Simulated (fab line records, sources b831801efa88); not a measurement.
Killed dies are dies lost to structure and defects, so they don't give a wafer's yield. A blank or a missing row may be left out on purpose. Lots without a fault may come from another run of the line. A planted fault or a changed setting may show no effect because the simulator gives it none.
One fault seen from 2 desks | flow sky130 | each desk has only its own numbers; what lay behind them comes last

THE METROLOGY DESK
What the gauges read, lot by lot, whatever tool the lot ran on: means of the sampled wafers that have a number. A lot is out of limits, marked OUT, if its mean lies more than 4 standard deviations from the usual mean; the brackets give that distance.
Columns: A = cd_nm at SKY_VIA2_CD_MEAS_12, usual 200.1 nm; B = VIA2_OVL at SKY_VIA2_OVL_MEAS_13, usual 0 nm; C = VIA2_W_RS at SKY_VIA2_RS_MEAS_22, usual 0.274 ohm/sq; D = VIA2_W_THK at SKY_VIA2_THK_MEAS_23, usual 416 nm
lot  | first seen here | A     | B  | C     | D
L229 | day 37 11:45    | 201.9 | 0  | 0.278 | 414
L237 | day 39 09:38    | 201.3 | 3  | 0.269 | 425
L238 | day 39 13:45    | 198.7 | 7  | 0.272 | 418
L245 | day 41 19:17    | 199.0 | -3 | 0.277 | 409
L243 | day 41 22:36    | 200.0 | -2 | 0.276 | 408
L244 | day 41 22:42    | 201.0 | 2  | 0.275 | 413
This desk's finding: nothing out of limits on any of the 6 lots.

THE TOOL OWNER'S DESK: cmp-02
The tool's own readings at SKY_VIA2_CMP_24 (polishes, stops on SiO2, t overpolish 20 s, target thk 0 nm): means of the sampled wafers that have a number, for each lot that ran on this tool. A lot is out of limits, marked OUT, if its mean lies more than 4 standard deviations from the usual mean; the brackets give that distance.
Columns: A = motor_current_A at SKY_VIA2_CMP_24, usual 10.8 A; B = overpolish_run_s at SKY_VIA2_CMP_24, usual 20.000 s; C = time_to_endpoint_s at SKY_VIA2_CMP_24, usual 102 s
lot  | first seen here | A    | B                        | C
L229 | day 37 13:02    | 11.1 | 20.010                   | 100
L237 | day 39 10:51    | 10.4 | 20.000                   | 103
L238 | day 39 15:08    | 10.5 | 20.007                   | 102
L245 | day 41 20:34    | 10.5 | 21.133 (+99 or more) OUT | 102
L244 | day 42 00:08    | 10.7 | 21.133 (+99 or more) OUT | 102
This desk's finding: out of limits on L244, L245; first on L245, day 41 20:34 (overpolish_run_s at SKY_VIA2_CMP_24). In limits: L229, L237, L238.

PUT TOGETHER
The tool owner's desk could have raised an alarm at day 41 20:34, on L244, L245.
The metrology desk saw nothing out of limits.
The metrology desk has L244, L245 on record, within its limits.
Of the lots named, all ran SKY_VIA2_CMP_24 on cmp-02.

WHAT THE SIMULATOR HAD PUT IN
Process parameter drift: cmp-02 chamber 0, from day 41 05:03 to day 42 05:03, at SKY_VIA2_CMP_24. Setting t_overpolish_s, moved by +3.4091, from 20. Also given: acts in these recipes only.
Lots struck among those shown: L244, L245.
Hours from the fault's start to each desk's first reading out of limits: the tool owner's desk, 16.
